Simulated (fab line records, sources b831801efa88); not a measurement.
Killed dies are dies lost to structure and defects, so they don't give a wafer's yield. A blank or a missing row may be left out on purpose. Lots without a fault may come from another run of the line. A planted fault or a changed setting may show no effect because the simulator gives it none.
fab line records | flow sky130
record lots=7 wafers=21 last_day=50
route steps=708 shown POLY_GATE@236 LDD_N@237 LDD_P@255 PAD_OPEN@708
lots that met no fault: from a run of the same line without faults
start_h: hours from the record's first day to the start of the lot's first wafer shown | wait_h: hours since the lot's step before | " the same as in the row above | L1.1+2: a row that stands for several wafers | - no value, or no start given | * or withheld: withheld | < > ~ a bound
route shown NAME@n: a module of which the file shows steps, and the number in the route of the first | usual: mean/standard deviation of fault-free wafers | same: alike in all rows | chamber/n: place in a boat | sites: the reading at each site | _std_site: their standard deviation | _edge_site: outer sites' mean less inner sites' | radius_mm: how far each site lies from the wafer's centre | mask NAME#n: copy n | behind: the tool/chamber that last shaped the wafer | hold: why the lot was held/for how many hours/how that ended | device: the transistor (n, p or np) that didn't switch | end of line: the same wafers' tests at the end of the route | a step without rows: its recipe alone | killed: dies lost to structure and defects at the first sort, not the wafer's yield | map: a wafer's dies, x killed, . not, _ none there
set.NAME: the setting as run; set.NAME@STEP: as run at that earlier step | model.NAME: the simulator's own value behind a step, which no gauge read
lots at some steps of the route; a table a step, a row a wafer
services: from which hour (start_h, from the record's first day; less than 0 if before it) a tool's chamber was out of use, for how many hours, and why
## steps
# step SKY_POLY_GATE_CD_MEAS_22
# usual cd_nm=149.2/1.7
# columns lot.wafer tool chamber start_h wait_h cd_nm
L399.2 cd_sem-02 - 360.06 0.1 147.6
L399.4 " - " " 145.3
L399.6 " - " " 149.0
L403.1 cd_sem-02 - 429.20 0.2 150.3
L403.5 " - " " 147.7
L403.6 " - " " 151.1
L417.2 cd_sem-02 - 535.43 0.1 148.9
L417.3 " - " " 150.1
L417.5 " - " " 149.4
L416.1 cd_sem-02 - 539.21 0.1 149.9
L416.4 " - " " 149.5
L416.6 " - " " 150.6
L419.2 cd_sem-02 - 545.99 0.1 151.3
L419.4 " - " " 150.8
L419.6 " - " " 150.5
L418.2 cd_sem-02 - 548.20 0.1 147.7
L418.3 " - " " 147.7
L418.5 " - " " 148.9
L422.4 cd_sem-01 - 565.96 0.1 147.8
L422.5 " - " " 146.8
L422.6 " - " " 148.8
# step SKY_LDD_N_DEHYDRATE_00
# recipe temp_c=200 time_s=60
# step SKY_LDD_N_HMDS_01
# recipe prime_time_s=60 prime_temp_c=120
# step SKY_LDD_N_COAT_02
# recipe resist=NOVOLAK spin_rpm=3000 resist_thk_nm=300
# step SKY_LDD_N_SOFTBAKE_03
# recipe temp_c=90 time_s=60 resist=NOVOLAK
# step SKY_LDD_N_EXPOSE_04
# recipe mask_id=NTM target_cd_nm=840 na=0.6 source_shape=conventional sigma_outer=0.6 dose_mj=110
# step SKY_LDD_N_PEB_05
# recipe temp_c=withheld time_s=* resist=NOVOLAK
# step SKY_LDD_N_DEVELOP_06
# recipe develop_time_s=60 dev_temp_c=23
# step SKY_LDD_N_OVL_MEAS_07
# usual LDD_N_OVL=-0.5/1.2
# columns lot.wafer tool chamber start_h wait_h LDD_N_OVL[nm]
L399.2 overlay-01 - 388.50 0.1 -0.8
L399.4 " - " " -2.0
L399.6 " - " " 0.2
L403.1 overlay-02 - 460.19 0.1 -2.3
L403.5 " - " " -0.3
L403.6 " - " " 0.7
L417.2 overlay-02 - 564.63 0.1 1.2
L417.3 " - " " 2.8
L417.5 " - " " 0.0
L416.1 overlay-02 - 568.75 0.1 -0.2
L416.4 " - " " -0.2
L416.6 " - " " 1.2
L419.2 overlay-02 - 575.21 0.1 -1.6
L419.4 " - " " -0.6
L419.6 " - " " 0.2
L418.2 overlay-02 - 576.88 0.1 1.9
L418.3 " - " " 0.0
L418.5 " - " " 0.0
L422.4 overlay-02 - 594.47 0.1 1.3
L422.5 " - " " -0.7
L422.6 " - " " 1.4
# step SKY_LDD_N_IMPLANT_08
# recipe species=As energy_kev=20 dose_cm2=7.5e+13 tilt_deg=withheld rotation_deg=23
# step SKY_LDD_N_IMPLANT_09
# recipe species=As energy_kev=20 dose_cm2=7.5e+13 tilt_deg=withheld rotation_deg=113
# step SKY_LDD_N_IMPLANT_10
# recipe species=As energy_kev=20 dose_cm2=7.5e+13 tilt_deg=withheld rotation_deg=203
# step SKY_LDD_N_IMPLANT_11
# recipe species=As energy_kev=20 dose_cm2=7.5e+13 tilt_deg=withheld rotation_deg=293
# usual beam_on_s=9.99/0.19 dose_ions_cm2=7.499e+13/8.7e+10
# columns lot.wafer tool chamber start_h wait_h beam_on_s dose_ions_cm2
L399.2 implanter-03 0 389.01 0.1 10.13 7.5e+13
L399.4 " 0 " " 9.87 7.496e+13
L399.6 " 0 " " 10.05 7.494e+13
L403.1 implanter-04 0 460.68 0.1 10.14 7.499e+13
L403.5 " 0 " " 9.78 7.482e+13
L403.6 " 0 " " 10.22 7.503e+13
L417.2 implanter-01 0 565.13 0.1 10.14 7.496e+13
L417.3 " 0 " " 10.38 7.497e+13
L417.5 " 0 " " 10.15 7.501e+13
L416.1 implanter-04 0 569.69 0.2 57.85 4.4443e+14
L416.4 " 0 " " 58.53 4.4432e+14
L416.6 " 0 " " 56.50 4.4427e+14
L419.2 implanter-04 0 575.71 0.1 55.70 4.4444e+14
L419.4 " 0 " " 58.53 4.4422e+14
L419.6 " 0 " " 58.21 4.4436e+14
L418.2 implanter-04 0 577.38 0.1 55.81 4.445e+14
L418.3 " 0 " " 56.80 4.4446e+14
L418.5 " 0 " " 58.30 4.4458e+14
L422.4 implanter-01 0 595.01 0.1 9.94 7.504e+13
L422.5 " 0 " " 9.85 7.504e+13
L422.6 " 0 " " 9.97 7.493e+13
# step SKY_LDD_N_IMPLANT_12
# recipe species=BF2 energy_kev=50 dose_cm2=5e+12 tilt_deg=30 rotation_deg=0
# step SKY_LDD_N_IMPLANT_13
# recipe species=BF2 energy_kev=50 dose_cm2=5e+12 tilt_deg=30 rotation_deg=90
# step SKY_LDD_N_IMPLANT_14
# recipe species=BF2 energy_kev=50 dose_cm2=5e+12 tilt_deg=30 rotation_deg=180
# step SKY_LDD_N_IMPLANT_15
# recipe species=BF2 energy_kev=50 dose_cm2=5e+12 tilt_deg=30 rotation_deg=270
# step SKY_LDD_N_STRIP_16
# recipe chemistry=O2/N2 power_w=1400 pressure_mtorr=1500 platen_temp_c=withheld o2_flow_sccm=3000 n2_flow_sccm=300 overash_fraction=0.5
# usual drypump_motor_current_A=5.8/0.44 oes_product_au=0.406/0.0048 strip_time_to_endpoint_s=4.315/0.015
# columns lot.wafer tool chamber start_h wait_h drypump_motor_current_A oes_product_au rf_hours_counter_h strip_time_to_endpoint_s
L399.2 plasma_asher-04 1 389.73 0.1 5.4 0.402 55 4.326
L399.4 " 1 " " 5.5 0.408 - 4.271
L399.6 " 0 " " 6.4 0.402 - 4.282
L403.1 plasma_asher-01 0 461.43 0.1 5.0 0.413 3 4.310
L403.5 " 1 " " 6.3 0.408 - 4.320
L403.6 " 0 " " 4.9 0.403 - 4.338
L417.2 plasma_asher-01 0 565.86 0.1 4.9 0.408 13 4.335
L417.3 " 1 " " 6.4 0.407 - 4.328
L417.5 " 0 " " 5.0 0.413 - 4.330
L416.1 plasma_asher-04 0 571.19 0.2 6.4 0.400 75 5.203
L416.4 " 1 " " 5.5 0.408 - 5.219
L416.6 " 0 " " 6.4 0.408 - 5.206
L419.2 plasma_asher-04 1 576.44 0.1 5.5 0.399 75 5.229
L419.4 " 1 " " 5.5 0.406 - 5.211
L419.6 " 0 " " 6.4 0.409 - 5.200
L418.2 plasma_asher-03 0 578.11 0.1 5.5 0.410 90 5.216
L418.3 " 1 " " 5.8 0.393 - 5.197
L418.5 " 1 " " 5.8 0.404 - 5.205
L422.4 plasma_asher-03 0 595.72 0.1 5.6 0.400 - 4.296
L422.5 " 1 " " 5.8 0.405 - 4.333
L422.6 " 0 " " 5.6 0.406 - 4.315
# step SKY_LDD_N_TW_MEAS_17
# usual LDD_N_TW=2594/33
# columns lot.wafer tool chamber start_h wait_h LDD_N_TW
L399.2 film_metro-01 - 389.84 0.1 2590
L399.4 " - " " 2599
L399.6 " - " " 2606
L403.1 film_metro-04 - 461.53 0.1 2555
L403.5 " - " " 2528
L403.6 " - " " 2530
L417.2 film_metro-02 - 565.97 0.1 2628
L417.3 " - " " 2617
L417.5 " - " " 2623
L416.1 film_metro-01 - 571.29 0.1 2931
L416.4 " - " " 2927
L416.6 " - " " 2932
L419.2 film_metro-04 - 576.55 0.1 2863
L419.4 " - " " 2878
L419.6 " - " " 2879
L418.2 film_metro-02 - 578.22 0.1 2984
L418.3 " - " " 2990
L418.5 " - " " 2972
L422.4 film_metro-04 - 595.82 0.1 2560
L422.5 " - " " 2537
L422.6 " - " " 2550
# step SKY_LDD_P_DEHYDRATE_00
# recipe temp_c=200 time_s=60
# step SKY_PAD_OPEN_PROBE_99
# usual killed_at_M0_to_M3=43/7 killed_at_M4_up=3.4/1.9 killed_at_contacts=24/5.4 killed_at_front_end=15/4.4 killed_at_other=0.4/0.63 killed_dies=86/9.1 killed_open=46/6.6 killed_short=39/6.6
# same gross_dies=492 killed_at_back_side=0
# columns lot.wafer tool chamber start_h wait_h killed_at_M0_to_M3 killed_at_M4_up killed_at_contacts killed_at_front_end killed_at_other killed_dies killed_open killed_short model.etest.tip_n.rs_ohm_sq model.etest.nfet_01v8.r_on_ohm_um model.etest.nfet_01v8_lvt.drive_ua_um model.etest.nfet_01v8.drive_ua_um model.etest.nfet_01v8_turned.drive_ua_um model.etest.sram_nfet_pass.drive_ua_um model.etest.nfet_01v8_swapped.drive_ua_um model.etest.tip_n.rs_ohm_sq_range
L399.2 prober-01 - 1064.25 0.1 42 2 17 23 0 84 53 31 438.3 819.5 591.8 524 524.9 487.6 524.9 23.03
L399.4 prober-01 - 1064.35 0.2 50 3 28 17 0 98 54 44 439.4 815.5 583.5 508 511.4 500.5 509.3 8.852
L399.6 prober-01 - 1064.45 0.2 38 6 27 17 0 88 43 45 443.3 815.9 584.1 516.7 516.9 502.3 519.3 12.65
L403.1 prober-01 - 1117.54 0.1 30 2 19 14 0 65 31 34 437.2 824.5 580.1 512 513.4 483.4 505.2 20.24
L403.5 prober-01 - 1117.74 0.2 31 2 22 13 0 68 39 29 438.3 818 587.8 510.6 512.7 512 514.4 12.8
L403.6 prober-01 - 1117.79 0.2 38 4 16 11 0 69 35 34 439.8 828.3 579.5 501.6 504.9 491 502.8 14.16
L417.2 prober-02 - 1181.50 0.1 57 1 24 14 1 97 46 50 445 848.7 564.1 493.8 496.1 488 497.5 15.18
L417.3 prober-02 - 1181.55 0.2 52 5 25 11 0 93 50 43 444.4 828 578.7 504.8 505.6 493.7 502.4 17.17
L417.5 prober-02 - 1181.65 0.2 51 3 29 15 1 99 45 53 445.7 839.8 564 494.9 501 482.5 498 13.88
L416.1 prober-01 - 1182.95 0.1 37 4 21 23 1 86 51 35 286.2 782.7 611.3 539.6 539.7 521.3 536.3 6.53
L416.4 prober-01 - 1183.10 0.2 42 4 26 23 0 95 52 43 285.3 787.3 596.8 526 532.8 517.3 520.6 9.045
L416.6 prober-01 - 1183.20 0.2 28 5 21 19 0 73 41 32 286 791.1 608.6 529.2 522 507.4 520.8 8.012
L419.2 prober-02 - 1185.06 0.1 37 4 26 20 0 87 42 45 294 780.1 614 542.1 542.1 519.1 537.4 6.948
L419.4 prober-02 - 1185.16 0.2 48 4 25 13 0 90 53 37 293.7 780.4 614.4 538.9 536 515.8 529.8 8.639
L419.6 prober-02 - 1185.26 0.2 39 3 21 16 0 79 32 47 295 779.2 609.2 532.7 528.2 518.3 523.1 15.79
L418.2 prober-01 - 1187.29 0.1 44 1 27 13 0 85 59 25 288.7 753.7 632.7 557.7 558.2 555 550.9 9.617
L418.3 prober-01 - 1187.34 0.2 53 1 14 18 0 86 49 36 290.6 752.6 633.4 558.4 555 532.5 551.6 11.82
L418.5 prober-01 - 1187.44 0.2 51 3 29 14 0 97 53 41 288.2 765 627.2 548.9 545.3 539 547.5 8.726
L422.4 prober-02 - 1201.17 0.2 47 7 23 16 1 94 44 49 437.6 796 612.2 528.3 533 522.3 531.1 13.29
L422.5 prober-02 - 1201.22 0.2 44 1 30 15 1 91 52 39 441.4 792.5 598.5 526.3 527.3 529.2 524.8 15.81
L422.6 prober-02 - 1201.27 0.2 45 8 30 17 1 101 52 48 438.2 793.2 609.8 528 531.4 534 531.3 13.36
# killed by level:class
L399.2 VIA1:geometric_particle:open=12 FIELD_ISO:geometric_particle:open=10 CONTACT:geometric_particle:open=9 METAL2:geometric_particle:short=7 VIA2:geometric_particle:open=7 FIELD_ISO:geometric_particle:short=4 POLY_GATE:geometric_particle:open=4 VIA3:geometric_particle:open=4
L399.4 VIA1:geometric_particle:open=15 LI_CONTACT:geometric_particle:open=10 METAL2:geometric_particle:short=9 POLY_GATE:geometric_particle:short=7 CONTACT:geometric_particle:open=7 VIA3:geometric_particle:open=7 VIA2:geometric_particle:open=6 LI_CONTACT:geometric_particle:short=5
L399.6 CONTACT:geometric_particle:open=13 METAL2:geometric_particle:short=8 VIA1:geometric_particle:short=7 LI_CONTACT:geometric_particle:open=6 METAL4:geometric_particle:short=5 METAL3:geometric_particle:short=5 FIELD_ISO:geometric_particle:open=4 POLY_GATE:geometric_particle:open=4
L403.1 VIA1:geometric_particle:open=9 CONTACT:geometric_particle:open=7 POLY_GATE:geometric_particle:short=5 METAL2:geometric_particle:short=5 LI_CONTACT:geometric_particle:open=4 VIA1:geometric_particle:short=4 FIELD_ISO:geometric_particle:short=3 LOCAL_INTERCONNECT:geometric_particle:short=3
L403.5 CONTACT:geometric_particle:open=10 VIA2:geometric_particle:open=8 LI_CONTACT:geometric_particle:open=6 METAL2:geometric_particle:short=5 LOCAL_INTERCONNECT:geometric_particle:short=5 FIELD_ISO:geometric_particle:short=4 VIA1:geometric_particle:open=4 POLY_GATE:geometric_particle:open=3
L403.6 VIA1:geometric_particle:open=8 CONTACT:geometric_particle:open=7 VIA3:geometric_particle:open=6 VIA1:geometric_particle:short=5 VIA2:geometric_particle:open=5 CONTACT:geometric_particle:short=4 METAL2:geometric_particle:short=4 VIA3:geometric_particle:short=3
L417.2 VIA1:geometric_particle:open=11 VIA1:geometric_particle:short=9 VIA3:geometric_particle:open=8 CONTACT:geometric_particle:open=8 METAL1:geometric_particle:short=8 CONTACT:geometric_particle:short=7 VIA2:geometric_particle:open=6 POLY_GATE:geometric_particle:short=5
L417.3 VIA3:geometric_particle:open=10 VIA1:geometric_particle:open=9 VIA2:geometric_particle:open=9 LI_CONTACT:geometric_particle:open=8 CONTACT:geometric_particle:short=7 METAL2:geometric_particle:short=7 CONTACT:geometric_particle:open=6 METAL1:geometric_particle:short=4
L417.5 METAL2:geometric_particle:short=13 LI_CONTACT:geometric_particle:open=8 CONTACT:geometric_particle:short=7 VIA1:geometric_particle:open=7 VIA2:geometric_particle:open=6 LI_CONTACT:geometric_particle:short=5 CONTACT:geometric_particle:open=5 VIA3:geometric_particle:open=5
L416.1 VIA2:geometric_particle:open=10 CONTACT:geometric_particle:open=9 VIA3:geometric_particle:open=7 FIELD_ISO:geometric_particle:open=6 LI_CONTACT:geometric_particle:open=6 VIA1:geometric_particle:open=5 FIELD_ISO:geometric_particle:short=4 POLY_GATE:geometric_particle:open=4
L416.4 CONTACT:geometric_particle:open=10 LI_CONTACT:geometric_particle:open=8 METAL1:geometric_particle:short=8 VIA1:geometric_particle:open=7 VIA3:geometric_particle:open=7 POLY_GATE:geometric_particle:open=6 POLY_GATE:geometric_particle:short=6 METAL2:geometric_particle:short=5
L416.6 CONTACT:geometric_particle:open=9 POLY_GATE:geometric_particle:open=8 VIA2:geometric_particle:open=7 POLY_GATE:geometric_particle:short=4 CONTACT:geometric_particle:short=4 VIA1:geometric_particle:open=4 FIELD_ISO:geometric_particle:open=3 METAL4:geometric_particle:short=3
L419.2 CONTACT:geometric_particle:open=14 POLY_GATE:geometric_particle:short=8 VIA1:geometric_particle:open=7 VIA2:geometric_particle:short=7 FIELD_ISO:geometric_particle:open=6 CONTACT:geometric_particle:short=5 METAL2:geometric_particle:short=5 LOCAL_INTERCONNECT:geometric_particle:short=4
L419.4 VIA2:geometric_particle:open=12 CONTACT:geometric_particle:open=10 VIA1:geometric_particle:open=7 METAL2:geometric_particle:short=6 VIA3:geometric_particle:open=6 METAL1:geometric_particle:short=5 FIELD_ISO:geometric_particle:open=4 LI_CONTACT:geometric_particle:open=4
L419.6 CONTACT:geometric_particle:open=9 CONTACT:geometric_particle:short=7 VIA1:geometric_particle:open=7 VIA1:geometric_particle:short=6 VIA2:geometric_particle:short=6 VIA3:geometric_particle:open=6 FIELD_ISO:geometric_particle:short=4 POLY_GATE:geometric_particle:short=4
L418.2 VIA1:geometric_particle:open=13 LI_CONTACT:geometric_particle:open=12 CONTACT:geometric_particle:open=9 VIA3:geometric_particle:open=8 METAL2:geometric_particle:short=5 VIA2:geometric_particle:open=5 FIELD_ISO:geometric_particle:open=4 VIA3:geometric_particle:short=3
L418.3 VIA3:geometric_particle:open=9 VIA1:geometric_particle:open=8 VIA2:geometric_particle:open=8 METAL1:geometric_particle:short=7 CONTACT:geometric_particle:open=7 FIELD_ISO:geometric_particle:open=6 METAL3:geometric_particle:short=5 METAL2:geometric_particle:short=5
L418.5 CONTACT:geometric_particle:open=13 VIA2:geometric_particle:open=10 VIA1:geometric_particle:open=10 METAL1:geometric_particle:short=8 VIA3:geometric_particle:open=8 LI_CONTACT:geometric_particle:open=5 CONTACT:geometric_particle:short=5 VIA1:geometric_particle:short=5
L422.4 CONTACT:geometric_particle:open=10 VIA1:geometric_particle:open=7 LI_CONTACT:geometric_particle:open=6 METAL2:geometric_particle:short=6 VIA2:geometric_particle:short=6 METAL4:geometric_particle:short=6 FIELD_ISO:geometric_particle:short=5 METAL1:geometric_particle:short=5
L422.5 LI_CONTACT:geometric_particle:open=11 VIA1:geometric_particle:open=10 CONTACT:geometric_particle:open=7 LOCAL_INTERCONNECT:geometric_particle:short=7 METAL1:geometric_particle:short=7 VIA3:geometric_particle:open=6 FIELD_ISO:geometric_particle:short=5 VIA1:geometric_particle:short=5
L422.6 VIA1:geometric_particle:open=12 CONTACT:geometric_particle:short=11 CONTACT:geometric_particle:open=9 VIA3:geometric_particle:open=7 METAL1:geometric_particle:short=6 POLY_GATE:geometric_particle:open=5 VIA1:geometric_particle:short=5 METAL4:geometric_particle:short=5
## services
# columns tool chamber start_h hours kind
plasma_asher-04 - 365.08 2.8 pm
implanter-01 - 385.37 2.5 pm
plasma_asher-01 - 412.23 2.9 repair
plasma_asher-01 - 421.25 9.0 pm
plasma_asher-01 0 421.25 9.0 vent_cycle
plasma_asher-01 1 421.25 9.0 vent_cycle
plasma_asher-01 0 430.25 - clean
plasma_asher-01 1 430.25 - clean
plasma_asher-03 - 433.44 14.6 pm
implanter-03 - 474.22 3.8 pm
implanter-03 - 478.00 6.6 pm
plasma_asher-01 - 539.19 16.0 pm
plasma_asher-01 - 576.01 14.6 pm
implanter-04 - 593.25 0.5 repair
## key
first_sign step=SKY_LDD_N_IMPLANT_11 reading=dose_ions_cm2 direction=up sigmas=99+ usual=* struck=*
effect step=SKY_LDD_N_IMPLANT_11 reading=beam_on_s direction=up sigmas=99+ usual=9.99 struck=57.36
effect step=SKY_LDD_N_STRIP_16 reading=strip_time_to_endpoint_s direction=up sigmas=60 usual=* struck=*
effect step=SKY_LDD_N_TW_MEAS_17 reading=LDD_N_TW direction=up sigmas=10 usual=2594 struck=2928
model_effect step=SKY_PAD_OPEN_PROBE_99 value=etest.tip_n.rs_ohm_sq without=442.1 struck=289.7
met_at SKY_LDD_N_IMPLANT_11
struck_wafers L416.1,L416.4,L416.6,L418.2,L418.3,L418.5,L419.2,L419.4,L419.6
tester_left_out L416,L418,L419
onset_between 460.68 569.69
fault kind=process_parameter_drift tool=implanter-04 chamber=- onset_h=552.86 steps=SKY_LDD_N_IMPLANT_11 channel=dose_cm2 offset=* shape=step end_h=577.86 acts_in=* stated=*
# tester_left_out: of these lots the tester's yield and bins aren't shown, on N5 and GAA mostly nor the transistor test; their killed dies are dies lost to structure and defects alone, not to doping, threshold or leakage, so they don't give the yield
